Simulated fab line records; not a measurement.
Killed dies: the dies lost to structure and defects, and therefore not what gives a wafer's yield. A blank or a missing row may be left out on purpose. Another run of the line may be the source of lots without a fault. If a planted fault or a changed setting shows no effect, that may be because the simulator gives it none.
fab line records ; flow sky130 ; part 1 of 2: steps 1 to 24 of 34
record lots=5; wafers=15; lastDay=48
route steps=708 shown VT_ADJUST_PCH@149 SONOS_TUNNEL@154 SONOS_ONO@168
lots untouched by any fault: they come from a run of this same line in which no faults occurred
startH: hours from the record's opening day to when the first of the lot's shown wafers began ; waitH: hours elapsed since this lot's preceding step ; " unchanged from the row above ; L1.1+2: several wafers, shown together as one row ; - value missing, or start not given ; * or withheld: withheld ; < > ~ a bound
route shown NAME@n: a module of which the file shows steps, and the number in the route of the first ; usual: mean/standard deviation taken from wafers without a fault ; same: alike in all rows ; chamber/n: place in a boat ; sites: per-site readings ; _std_site: how widely they spread, as a standard deviation ; _edge_site: mean of outer sites minus mean of inner sites ; radiusMm: for every site, how far away it sits from the centre of the wafer ; mask NAME#n: copy n ; behind: the tool/chamber that last shaped the wafer ; hold: why the lot was held/for how many hours/how that ended ; device: the transistor (n, p or np) that didn't switch ; end of line: at the end of the route, the tests of the same wafers ; a step given without rows: its recipe and nothing more ; killed: not the wafer's yield, but the dies lost to structure and defects at the first sort ; map: a wafer's dies, marking killed ones x, the rest . and places with no die _
set.NAME: setting as actually run; set.NAME@STEP: the setting as run at that earlier step ; model.NAME: the simulator's own value behind a step, which no gauge read
lots at some steps of the route; a table a step, a row a wafer
services: when a tool's chamber went out of use (startH, in hours from the record's first day, below 0 if earlier), for how many hours, and the reason
## steps
# step SKY_VT_ADJUST_PCH_DEVELOP_06
# recipe wallAngleDeg=90; developer=TMAH; developTimeS=60; devTempC=23
# usual chillPlateTempC=23.02/0.084
lot.wafer;tool;chamber;startH;waitH;chillPlateTempC
L074.1;lithoTrack-01;0;-;-;22.87
L074.4;lithoTrack-01;0;-;-;22.95
L074.5;lithoTrack-01;0;-;-;22.98
L077.1;lithoTrack-04;0;-;-;23.04
L077.3;lithoTrack-04;0;-;-;23.09
L077.4;lithoTrack-04;0;-;-;23.00
L083.1;lithoTrack-01;0;-;-;22.98
L083.2;lithoTrack-01;0;-;-;22.86
L083.3;lithoTrack-01;0;-;-;23.04
L086.1;lithoTrack-04;0;-;-;23.13
L086.3;lithoTrack-04;0;-;-;23.06
L086.4;lithoTrack-04;0;-;-;23.03
L087.1;lithoTrack-04;0;-;-;23.08
L087.2;lithoTrack-04;0;-;-;23.08
L087.6;lithoTrack-04;0;-;-;23.02
# step SKY_VT_ADJUST_PCH_OVL_MEAS_07
# usual VT_ADJUST_PCH_OVL=0.0/1.4
lot.wafer;tool;chamber;startH;waitH;VT_ADJUST_PCH_OVL[nm]
L074.1;overlay-02;-;232.96;-;-1.1
L074.4;overlay-02;-;232.96;-;-2.2
L074.5;overlay-02;-;232.96;-;-1.5
L077.1;overlay-01;-;249.73;-;0.5
L077.3;overlay-01;-;249.73;-;1.4
L077.4;overlay-01;-;249.73;-;0.8
L083.1;overlay-02;-;294.31;-;-0.3
L083.2;overlay-02;-;294.31;-;0.6
L083.3;overlay-02;-;294.31;-;-1.0
L086.1;overlay-01;-;321.53;-;2.1
L086.3;overlay-01;-;321.53;-;-0.9
L086.4;overlay-01;-;321.53;-;0.5
L087.1;overlay-02;-;329.48;-;-1.0
L087.2;overlay-02;-;329.48;-;-0.9
L087.6;overlay-02;-;329.48;-;-1.6
# step SKY_VT_ADJUST_PCH_IMPLANT_08
# recipe species=B; energyKev=10; doseCm2=5e+11; tiltDeg=withheld
# usual doseIonsCm2=5.001e+11/4.6e+08
lot.wafer;tool;chamber;startH;waitH;doseIonsCm2
L074.1;implanter-01;0;233.00;0.0;5.006e+11
L074.4;implanter-01;0;233.00;0.0;5.005e+11
L074.5;implanter-01;0;233.00;0.0;5.006e+11
L077.1;implanter-03;0;249.77;0.0;5.005e+11
L077.3;implanter-03;0;249.77;0.0;5.003e+11
L077.4;implanter-03;0;249.77;0.0;5e+11
L083.1;implanter-01;0;294.35;0.0;5.006e+11
L083.2;implanter-01;0;294.35;0.0;5.005e+11
L083.3;implanter-01;0;294.35;0.0;4.998e+11
L086.1;implanter-01;0;321.57;0.0;5.001e+11
L086.3;implanter-01;0;321.57;0.0;5.009e+11
L086.4;implanter-01;0;321.57;0.0;5.003e+11
L087.1;implanter-02;0;329.52;0.0;4.996e+11
L087.2;implanter-02;0;329.52;0.0;4.998e+11
L087.6;implanter-02;0;329.52;0.0;4.999e+11
# step SKY_VT_ADJUST_PCH_STRIP_09
# recipe chemistry=O2/N2; powerW=1400; pressureMtorr=1500; platenTempC=withheld; o2FlowSccm=3000; n2FlowSccm=300; overashFraction=0.5
# usual drypumpMotorCurrentA=5.8/0.32; oesProductAu=0.722/0.0042; stripTimeToEndpointS=36.98/0.1
lot.wafer;tool;chamber;startH;waitH;drypumpMotorCurrentA;oesProductAu;rfHoursCounterH;stripTimeToEndpointS
L074.1;plasmaAsher-03;1;233.15;0.1;5.8;0.724;11;36.77
L074.4;plasmaAsher-03;0;233.15;0.1;5.7;0.725;-;36.73
L074.5;plasmaAsher-03;1;233.15;0.1;5.8;0.720;-;36.77
L077.1;plasmaAsher-03;0;249.92;0.1;5.7;0.723;13;37.03
L077.3;plasmaAsher-03;0;249.92;0.1;5.7;0.722;-;36.91
L077.4;plasmaAsher-03;1;249.92;0.1;5.8;0.725;-;36.99
L083.1;plasmaAsher-03;0;294.50;0.1;5.7;0.718;17;36.87
L083.2;plasmaAsher-03;1;294.50;0.1;5.8;0.715;17;36.97
L083.3;plasmaAsher-03;1;294.50;0.1;5.8;0.730;-;36.92
L086.1;plasmaAsher-01;1;321.72;0.1;5.4;0.718;63;37.05
L086.3;plasmaAsher-01;0;321.72;0.1;5.5;0.727;-;37.06
L086.4;plasmaAsher-01;1;321.72;0.1;5.4;0.728;-;37.03
L087.1;plasmaAsher-04;0;329.67;0.1;5.8;0.732;49;36.95
L087.2;plasmaAsher-04;1;329.67;0.1;6.4;0.723;49;36.99
L087.6;plasmaAsher-04;0;329.67;0.1;5.8;0.727;-;36.90
# step SKY_VT_ADJUST_PCH_TW_MEAS_10
# usual VT_ADJUST_PCH_TW=142.0/1.1
lot.wafer;tool;chamber;startH;waitH;VT_ADJUST_PCH_TW
L074.1;filmMetro-03;-;233.25;0.1;141.3
L074.4;filmMetro-03;-;233.25;0.1;141.3
L074.5;filmMetro-03;-;233.25;0.1;140.3
L077.1;filmMetro-02;-;250.02;0.1;141.8
L077.3;filmMetro-02;-;250.02;0.1;142.1
L077.4;filmMetro-02;-;250.02;0.1;142.0
L083.1;filmMetro-02;-;294.60;0.1;142.0
L083.2;filmMetro-02;-;294.60;0.1;142.1
L083.3;filmMetro-02;-;294.60;0.1;142.6
L086.1;filmMetro-03;-;321.82;0.1;140.7
L086.3;filmMetro-03;-;321.82;0.1;141.5
L086.4;filmMetro-03;-;321.82;0.1;142.1
L087.1;filmMetro-02;-;329.77;0.1;142.4
L087.2;filmMetro-02;-;329.77;0.1;143.2
L087.6;filmMetro-02;-;329.77;0.1;142.4
# step SKY_SONOS_TUNNEL_DEHYDRATE_00
# recipe tempC=200; timeS=60
# usual chillPlateTempC=23.00/0.099
lot.wafer;tool;chamber;startH;waitH;chillPlateTempC
L074.1;lithoTrack-01;0;243.51;10.3;22.92
L074.4;lithoTrack-01;0;243.51;10.3;22.99
L074.5;lithoTrack-01;0;243.51;10.3;23.04
L077.1;lithoTrack-02;0;261.45;11.4;23.03
L077.3;lithoTrack-02;0;261.45;11.4;23.19
L077.4;lithoTrack-02;0;261.45;11.4;22.95
L083.1;lithoTrack-02;0;307.05;12.4;22.92
L083.2;lithoTrack-02;0;307.05;12.4;23.00
L083.3;lithoTrack-02;0;307.05;12.4;22.99
L086.1;lithoTrack-02;0;334.75;12.9;22.91
L086.3;lithoTrack-02;0;334.75;12.9;23.01
L086.4;lithoTrack-02;0;334.75;12.9;22.92
L087.1;lithoTrack-01;0;342.01;12.2;23.16
L087.2;lithoTrack-01;0;342.01;12.2;22.96
L087.6;lithoTrack-01;0;342.01;12.2;23.13
# step SKY_SONOS_TUNNEL_HMDS_01
# recipe primeTimeS=60; primeTempC=120
# usual chillPlateTempC=22.99/0.11
lot.wafer;tool;chamber;startH;waitH;chillPlateTempC
L074.1;lithoTrack-01;0;243.66;0.1;22.99
L074.4;lithoTrack-01;0;243.66;0.1;22.94
L074.5;lithoTrack-01;0;243.66;0.1;22.87
L077.1;lithoTrack-02;0;261.60;0.1;22.99
L077.3;lithoTrack-02;0;261.60;0.1;22.91
L077.4;lithoTrack-02;0;261.60;0.1;23.15
L083.1;lithoTrack-02;0;307.20;0.1;22.89
L083.2;lithoTrack-02;0;307.20;0.1;23.02
L083.3;lithoTrack-02;0;307.20;0.1;23.02
L086.1;lithoTrack-02;0;334.90;0.1;23.08
L086.3;lithoTrack-02;0;334.90;0.1;23.24
L086.4;lithoTrack-02;0;334.90;0.1;23.11
L087.1;lithoTrack-01;0;342.16;0.1;23.06
L087.2;lithoTrack-01;0;342.16;0.1;23.13
L087.6;lithoTrack-01;0;342.16;0.1;23.25
# step SKY_SONOS_TUNNEL_COAT_02
# recipe resist=NOVOLAK; spinRpm=3000; resistThkNm=1140
# usual chillPlateTempC=23.01/0.12; spinSpeedRpm=3000.1/1.7
lot.wafer;tool;chamber;startH;waitH;chillPlateTempC;spinSpeedRpm
L074.1;lithoTrack-01;0;243.81;0.1;22.84;2999.9
L074.4;lithoTrack-01;0;243.81;0.1;23.03;2999.4
L074.5;lithoTrack-01;0;243.81;0.1;23.03;3000.5
L077.1;lithoTrack-02;0;261.75;0.1;22.87;3000.3
L077.3;lithoTrack-02;0;261.75;0.1;22.95;2999.4
L077.4;lithoTrack-02;0;261.75;0.1;22.98;2999.8
L083.1;lithoTrack-02;0;307.35;0.1;23.18;3001.6
L083.2;lithoTrack-02;0;307.35;0.1;22.97;3003.7
L083.3;lithoTrack-02;0;307.35;0.1;23.00;3002.3
L086.1;lithoTrack-02;0;335.05;0.1;23.06;2998.8
L086.3;lithoTrack-02;0;335.05;0.1;22.99;3000.1
L086.4;lithoTrack-02;0;335.05;0.1;23.02;3001.2
L087.1;lithoTrack-01;0;342.31;0.1;22.78;2999.1
L087.2;lithoTrack-01;0;342.31;0.1;22.81;3000.6
L087.6;lithoTrack-01;0;342.31;0.1;22.99;2999.2
# step SKY_SONOS_TUNNEL_SOFTBAKE_03
# recipe tempC=90; timeS=60; resist=NOVOLAK
# usual chillPlateTempC=23.01/0.1
lot.wafer;tool;chamber;startH;waitH;chillPlateTempC
L074.1;lithoTrack-01;0;243.96;0.1;22.95
L074.4;lithoTrack-01;0;243.96;0.1;22.99
L074.5;lithoTrack-01;0;243.96;0.1;23.11
L077.1;lithoTrack-02;0;261.90;0.1;22.97
L077.3;lithoTrack-02;0;261.90;0.1;22.93
L077.4;lithoTrack-02;0;261.90;0.1;22.98
L083.1;lithoTrack-02;0;307.50;0.1;22.92
L083.2;lithoTrack-02;0;307.50;0.1;23.07
L083.3;lithoTrack-02;0;307.50;0.1;22.94
L086.1;lithoTrack-02;0;335.20;0.1;23.12
L086.3;lithoTrack-02;0;335.20;0.1;23.14
L086.4;lithoTrack-02;0;335.20;0.1;23.25
L087.1;lithoTrack-01;0;342.46;0.1;23.10
L087.2;lithoTrack-01;0;342.46;0.1;23.16
L087.6;lithoTrack-01;0;342.46;0.1;23.09
# step SKY_SONOS_TUNNEL_EXPOSE_04
# recipe maskId=TUNM; na=0.6; sourceShape=conventional; sigmaOuter=0.6; polarization=unpolarized; targetCdNm=410; doseMj=136
# usual focusOffsetNm=0.0/0.5
lot.wafer;tool;chamber;startH;waitH;mask;focusOffsetNm
L074.1;ilineStepper-02;0;-;-;TUNM#0;-0.6
L074.4;ilineStepper-02;0;-;-;TUNM#0;0.1
L074.5;ilineStepper-02;0;-;-;TUNM#0;-0.3
L077.1;ilineStepper-01;0;-;-;TUNM#0;-0.9
L077.3;ilineStepper-01;0;-;-;TUNM#0;-0.5
L077.4;ilineStepper-01;0;-;-;TUNM#0;-0.9
L083.1;ilineStepper-02;0;-;-;TUNM#0;0.6
L083.2;ilineStepper-02;0;-;-;TUNM#0;0.3
L083.3;ilineStepper-02;0;-;-;TUNM#0;0.5
L086.1;ilineStepper-01;0;-;-;TUNM#0;0.0
L086.3;ilineStepper-01;0;-;-;TUNM#0;0.7
L086.4;ilineStepper-01;0;-;-;TUNM#0;1.1
L087.1;ilineStepper-01;0;-;-;TUNM#0;-0.8
L087.2;ilineStepper-01;0;-;-;TUNM#0;-0.4
L087.6;ilineStepper-01;0;-;-;TUNM#0;-0.4
# step SKY_SONOS_TUNNEL_PEB_05
# recipe tempC=withheld; timeS=*; resist=NOVOLAK
# usual chillPlateTempC=*
lot.wafer;tool;chamber;startH;waitH;chillPlateTempC
L074.1;lithoTrack-02;0;-;-;*
L074.4;lithoTrack-02;0;-;-;*
L074.5;lithoTrack-02;0;-;-;*
L077.1;lithoTrack-02;0;-;-;*
L077.3;lithoTrack-02;0;-;-;*
L077.4;lithoTrack-02;0;-;-;*
L083.1;lithoTrack-03;0;-;-;*
L083.2;lithoTrack-03;0;-;-;*
L083.3;lithoTrack-03;0;-;-;*
L086.1;lithoTrack-01;0;-;-;*
L086.3;lithoTrack-01;0;-;-;*
L086.4;lithoTrack-01;0;-;-;*
L087.1;lithoTrack-02;0;-;-;*
L087.2;lithoTrack-02;0;-;-;*
L087.6;lithoTrack-02;0;-;-;*
# step SKY_SONOS_TUNNEL_DEVELOP_06
# recipe resist=NOVOLAK; developer=TMAH; developTimeS=60; devTempC=23
# usual chillPlateTempC=23.00/0.11
lot.wafer;tool;chamber;startH;waitH;chillPlateTempC
L074.1;lithoTrack-02;0;255.50;0.1;23.12
L074.4;lithoTrack-02;0;255.50;0.1;23.07
L074.5;lithoTrack-02;0;255.50;0.1;22.97
L077.1;lithoTrack-02;0;273.75;0.1;23.02
L077.3;lithoTrack-02;0;273.75;0.1;22.77
L077.4;lithoTrack-02;0;273.75;0.1;22.92
L083.1;lithoTrack-03;0;319.13;0.1;22.98
L083.2;lithoTrack-03;0;319.13;0.1;23.00
L083.3;lithoTrack-03;0;319.13;0.1;22.97
L086.1;lithoTrack-01;0;347.76;0.1;23.13
L086.3;lithoTrack-01;0;347.76;0.1;23.10
L086.4;lithoTrack-01;0;347.76;0.1;22.98
L087.1;lithoTrack-02;0;355.30;0.1;23.19
L087.2;lithoTrack-02;0;355.30;0.1;22.90
L087.6;lithoTrack-02;0;355.30;0.1;22.93
# step SKY_SONOS_TUNNEL_CD_MEAS_07
# recipe targetCdNm=410
# usual cdNm=409.7/2.4
lot.wafer;tool;chamber;startH;waitH;cdNm
L074.1;cdSem-01;-;255.65;0.1;407.6
L074.4;cdSem-01;-;255.65;0.1;408.0
L074.5;cdSem-01;-;255.65;0.1;409.2
L077.1;cdSem-02;-;273.90;0.1;413.9
L077.3;cdSem-02;-;273.90;0.1;411.7
L077.4;cdSem-02;-;273.90;0.1;412.0
L083.1;cdSem-01;-;319.28;0.1;409.4
L083.2;cdSem-01;-;319.28;0.1;410.5
L083.3;cdSem-01;-;319.28;0.1;409.6
L086.1;cdSem-02;-;347.91;0.1;411.7
L086.3;cdSem-02;-;347.91;0.1;409.1
L086.4;cdSem-02;-;347.91;0.1;410.1
L087.1;cdSem-02;-;355.45;0.1;408.9
L087.2;cdSem-02;-;355.45;0.1;409.0
L087.6;cdSem-02;-;355.45;0.1;406.4
# step SKY_SONOS_TUNNEL_OVL_MEAS_08
# usual SONOS_TUNNEL_OVL=0.5/1.7
lot.wafer;tool;chamber;startH;waitH;SONOS_TUNNEL_OVL[nm]
L074.1;overlay-02;-;255.77;0.1;-1.3
L074.4;overlay-02;-;255.77;0.1;-1.7
L074.5;overlay-02;-;255.77;0.1;-0.4
L077.1;overlay-02;-;274.02;0.1;3.9
L077.3;overlay-02;-;274.02;0.1;2.8
L077.4;overlay-02;-;274.02;0.1;1.7
L083.1;overlay-01;-;319.40;0.1;-0.9
L083.2;overlay-01;-;319.40;0.1;0.3
L083.3;overlay-01;-;319.40;0.1;0.5
L086.1;overlay-01;-;348.03;0.1;1.0
L086.3;overlay-01;-;348.03;0.1;1.0
L086.4;overlay-01;-;348.03;0.1;1.9
L087.1;overlay-01;-;355.57;0.1;2.0
L087.2;overlay-01;-;355.57;0.1;2.2
L087.6;overlay-01;-;355.57;0.1;2.4
# step SKY_SONOS_TUNNEL_IMPLANT_09
# recipe species=B; energyKev=20; doseCm2=1e+12; tiltDeg=withheld
# usual doseIonsCm2=1.0001e+12/1.2e+09
lot.wafer;tool;chamber;startH;waitH;doseIonsCm2
L074.1;implanter-01;0;255.80;0.0;1.0006e+12
L074.4;implanter-01;0;255.80;0.0;1.0011e+12
L074.5;implanter-01;0;255.80;0.0;9.99e+11
L077.1;implanter-02;0;274.05;0.0;1e+12
L077.3;implanter-02;0;274.05;0.0;1.0014e+12
L077.4;implanter-02;0;274.05;0.0;1.0017e+12
L083.1;implanter-01;0;319.44;0.0;9.991e+11
L083.2;implanter-01;0;319.44;0.0;9.982e+11
L083.3;implanter-01;0;319.44;0.0;1.0009e+12
L086.1;implanter-02;0;348.07;0.0;1.0006e+12
L086.3;implanter-02;0;348.07;0.0;9.99e+11
L086.4;implanter-02;0;348.07;0.0;1.0002e+12
L087.1;implanter-02;0;355.60;0.0;9.993e+11
L087.2;implanter-02;0;355.60;0.0;9.998e+11
L087.6;implanter-02;0;355.60;0.0;1.0007e+12
# step SKY_SONOS_TUNNEL_WET_ETCH_10
# recipe chemistry=dHF; targetDepthNm=14; target=SiO2; dilution=100:1; tempC=25; timeS=280
# usual bathHeatDutyPct=6.5/0.88
lot.wafer;tool;chamber;startH;waitH;bathHeatDutyPct
L074.1;wetBench-01;3;255.95;0.1;5.7
L074.4;wetBench-01;3;255.95;0.1;6.3
L074.5;wetBench-01;3;255.95;0.1;6.3
L077.1;wetBench-01;2;274.20;0.1;4.6
L077.3;wetBench-01;2;274.20;0.1;5.1
L077.4;wetBench-01;2;274.20;0.1;4.6
L083.1;wetBench-04;2;319.59;0.1;7.5
L083.2;wetBench-04;2;319.59;0.1;6.9
L083.3;wetBench-04;2;319.59;0.1;7.0
L086.1;wetBench-04;3;348.22;0.1;6.1
L086.3;wetBench-04;3;348.22;0.1;7.4
L086.4;wetBench-04;3;348.22;0.1;6.3
L087.1;wetBench-02;0;355.75;0.1;7.2
L087.2;wetBench-02;0;355.75;0.1;7.3
L087.6;wetBench-02;0;355.75;0.1;6.9
# step SKY_SONOS_TUNNEL_STRIP_11
# recipe chemistry=SPM; timeS=600; tempC=130
# usual bathHeatDutyPct=15.1/2
lot.wafer;tool;chamber;startH;waitH;bathHeatDutyPct
L074.1;wetBench-04;3;256.04;0.0;16.1
L074.4;wetBench-04;3;256.04;0.0;15.7
L074.5;wetBench-04;3;256.04;0.0;15.5
L077.1;wetBench-01;0;274.29;0.0;16.5
L077.3;wetBench-01;0;274.29;0.0;18.7
L077.4;wetBench-01;0;274.29;0.0;17.9
L083.1;wetBench-01;3;319.67;0.0;14.6
L083.2;wetBench-01;3;319.67;0.0;14.1
L083.3;wetBench-01;3;319.67;0.0;13.6
L086.1;wetBench-02;3;348.30;0.0;12.4
L086.3;wetBench-02;3;348.30;0.0;12.2
L086.4;wetBench-02;3;348.30;0.0;12.7
L087.1;wetBench-04;3;355.85;0.0;15.6
L087.2;wetBench-04;3;355.85;0.0;14.8
L087.6;wetBench-04;3;355.85;0.0;15.5
# step SKY_SONOS_TUNNEL_TW_MEAS_12
# usual SONOS_TUNNEL_TW=197.3/1.5
lot.wafer;tool;chamber;startH;waitH;SONOS_TUNNEL_TW
L074.1;filmMetro-01;-;256.39;0.0;198.4
L074.4;filmMetro-01;-;256.39;0.0;197.4
L074.5;filmMetro-01;-;256.39;0.0;198.0
L077.1;filmMetro-04;-;274.47;0.0;198.5
L077.3;filmMetro-04;-;274.47;0.0;198.0
L077.4;filmMetro-04;-;274.47;0.0;196.9
L083.1;filmMetro-03;-;319.85;0.0;196.4
L083.2;filmMetro-03;-;319.85;0.0;196.5
L083.3;filmMetro-03;-;319.85;0.0;195.3
L086.1;filmMetro-04;-;348.48;0.0;199.7
L086.3;filmMetro-04;-;348.48;0.0;199.2
L086.4;filmMetro-04;-;348.48;0.0;198.7
L087.1;filmMetro-03;-;356.02;0.0;196.2
L087.2;filmMetro-03;-;356.02;0.0;196.2
L087.6;filmMetro-03;-;356.02;0.0;196.1
# step SKY_SONOS_TUNNEL_CLEAN_13
# recipe chemistry=dHF; timeS=20; dilution=100:1; dry=ipaMarangoni
lot.wafer;tool;chamber;startH;waitH
L074.1+4+5;wetBench-02;0;256.45;0.1
L077.1+3+4;wetBench-02;1;274.53;0.1
L083.1+2+3;wetBench-02;1;319.91;0.1
L086.1+3+4;wetBench-04;2;348.54;0.1
L087.1+2+6;wetBench-01;1;356.08;0.1
# step SKY_SONOS_ONO_OXIDATION_00
# recipe tempC=800; ambient=O2; idleTempC=700; rampUpCPerMin=10; rampDownCPerMin=3; stabiliseS=600; purgeS=300; targetThkA=26; oxTimeS=1249
# usual spikeTcBottomC=820.0/2.6; zonePowerBottomPct=22.3/0.36; zonePowerCentrePct=14.7/2
# same purgeS=300
lot.wafer;tool;chamber;startH;waitH;spikeTcBottomC;zonePowerBottomPct;zonePowerCentrePct
L074.1;furnace-01;0;257.00;0.5;817.1;22.6;16.8
L074.4;furnace-01;0;257.00;0.5;816.0;22.6;16.6
L074.5;furnace-01;0;257.00;0.5;815.9;22.8;16.6
L077.1;furnace-02;0;276.26;1.7;822.5;21.8;12.8
L077.3;furnace-02;0;276.26;1.7;822.4;21.9;12.8
L077.4;furnace-02;0;276.26;1.7;823.1;22.0;12.8
L083.1;furnace-01;0;320.51;0.6;817.5;22.2;16.7
L083.2;furnace-01;0;320.51;0.6;816.2;22.5;16.7
L083.3;furnace-01;0;320.51;0.6;817.7;22.8;16.7
L086.1;furnace-02;0;349.80;1.2;821.7;22.1;12.8
L086.3;furnace-02;0;349.80;1.2;822.7;21.8;12.7
L086.4;furnace-02;0;349.80;1.2;821.6;22.1;13.0
L087.1;furnace-01;0;358.32;2.2;815.9;22.7;16.7
L087.2;furnace-01;0;358.32;2.2;818.6;22.4;16.7
L087.6;furnace-01;0;358.32;2.2;820.1;22.5;16.7
# step SKY_SONOS_ONO_THK_MEAS_01
# recipe reads=SiO2_of_SONOS_ONO_OXIDATION_00
# usual SONOS_ONO_OXIDATION_THK=2.61/0.059
lot.wafer;tool;chamber;startH;waitH;SONOS_ONO_OXIDATION_THK[nm]
L074.1;filmMetro-02;-;258.35;0.0;2.69
L074.4;filmMetro-02;-;258.35;0.0;2.68
L074.5;filmMetro-02;-;258.35;0.0;2.68
L077.1;filmMetro-02;-;277.66;0.0;2.59
L077.3;filmMetro-02;-;277.66;0.0;2.63
L077.4;filmMetro-02;-;277.66;0.0;2.60
L083.1;filmMetro-02;-;321.86;0.0;2.47
L083.2;filmMetro-02;-;321.86;0.0;2.45
L083.3;filmMetro-02;-;321.86;0.0;2.53
L086.1;filmMetro-04;-;351.14;0.0;2.50
L086.3;filmMetro-04;-;351.14;0.0;2.53
L086.4;filmMetro-04;-;351.14;0.0;2.54
L087.1;filmMetro-04;-;359.67;0.0;2.64
L087.2;filmMetro-04;-;359.67;0.0;2.55
L087.6;filmMetro-04;-;359.67;0.0;2.53
# step SKY_SONOS_ONO_CVD_02
# recipe material=Si3N4; precursor=DCS/NH3; targetThkNm=10.5; tempC=770; timeS=180; pressureMtorr=250
# usual spikeTcBottomC=791/5.5; zonePowerBottomPct=18.0/2.9; zonePowerCentrePct=14.6/1.5
lot.wafer;tool;chamber;startH;waitH;spikeTcBottomC;zonePowerBottomPct;zonePowerCentrePct
L074.1;lpcvd-02;1;261.22;2.9;787;15.4;13.3
L074.4;lpcvd-02;1;261.22;2.9;788;15.1;13.3
L074.5;lpcvd-02;1;261.22;2.9;786;15.3;13.3
L077.1;lpcvd-02;1;278.34;0.7;787;15.4;13.2
L077.3;lpcvd-02;1;278.34;0.7;786;15.3;13.2
L077.4;lpcvd-02;1;278.34;0.7;786;15.4;13.3
L083.1;lpcvd-02;0;323.41;1.5;796;21.4;16.4
L083.2;lpcvd-02;0;323.41;1.5;795;21.2;16.2
L083.3;lpcvd-02;0;323.41;1.5;798;21.1;16.4
L086.1;lpcvd-02;1;355.37;4.2;785;15.4;13.5
L086.3;lpcvd-02;1;355.37;4.2;786;15.2;13.2
L086.4;lpcvd-02;1;355.37;4.2;786;15.5;13.2
L087.1;lpcvd-02;1;360.77;1.1;786;15.2;13.3
L087.2;lpcvd-02;1;360.77;1.1;786;15.1;13.5
L087.6;lpcvd-02;1;360.77;1.1;786;15.1;13.4
# step SKY_SONOS_ONO_THK_MEAS_03
# recipe reads=Si3N4_of_SONOS_ONO_CVD_02
# usual SONOS_ONO_CVD_02_THK=10.40/0.13
lot.wafer;tool;chamber;startH;waitH;SONOS_ONO_CVD_02_THK[nm]
L074.1;filmMetro-02;-;262.79;0.0;10.32
L074.4;filmMetro-02;-;262.79;0.0;10.31
L074.5;filmMetro-02;-;262.79;0.0;10.26
L077.1;filmMetro-02;-;279.39;0.0;10.61
L077.3;filmMetro-02;-;279.39;0.0;10.61
L077.4;filmMetro-02;-;279.39;0.0;10.58
L083.1;filmMetro-04;-;324.46;0.0;10.35
L083.2;filmMetro-04;-;324.46;0.0;10.32
L083.3;filmMetro-04;-;324.46;0.0;10.27
L086.1;filmMetro-04;-;356.47;0.1;10.38
L086.3;filmMetro-04;-;356.47;0.1;10.42
L086.4;filmMetro-04;-;356.47;0.1;10.28
L087.1;filmMetro-02;-;361.82;0.0;10.47
L087.2;filmMetro-02;-;361.82;0.0;10.42
L087.6;filmMetro-02;-;361.82;0.0;10.55
# step SKY_SONOS_ONO_CVD_04
# recipe material=SiO2; precursor=SiH4/N2O; targetThkNm=5.7199; tempC=900; pressureMtorr=400
# usual spikeTcBottomC=918.5/2.3; zonePowerBottomPct=26.4/2.5; zonePowerCentrePct=18.34/0.2
lot.wafer;tool;chamber;startH;waitH;spikeTcBottomC;zonePowerBottomPct;zonePowerCentrePct
L074.1;lpcvd-03;1;262.85;0.1;921.2;22.6;18.42
L074.4;lpcvd-03;1;262.85;0.1;920.5;22.2;18.57
L074.5;lpcvd-03;1;262.85;0.1;921.3;22.3;18.54
L077.1;lpcvd-03;0;279.45;0.1;917.3;28.0;18.20
L077.3;lpcvd-03;0;279.45;0.1;919.0;27.8;18.45
L077.4;lpcvd-03;0;279.45;0.1;917.4;28.1;18.52
L083.1;lpcvd-03;0;324.52;0.1;917.2;27.4;18.61
L083.2;lpcvd-03;0;324.52;0.1;916.2;27.4;18.17
L083.3;lpcvd-03;0;324.52;0.1;918.2;27.8;18.42
L086.1;lpcvd-03;0;357.73;1.2;918.0;27.8;18.50
L086.3;lpcvd-03;0;357.73;1.2;916.8;27.8;18.14
L086.4;lpcvd-03;0;357.73;1.2;918.9;28.0;18.25
L087.1;lpcvd-03;0;361.88;0.1;916.2;28.2;18.63
L087.2;lpcvd-03;0;361.88;0.1;918.2;28.0;18.15
L087.6;lpcvd-03;0;361.88;0.1;916.9;28.0;18.24
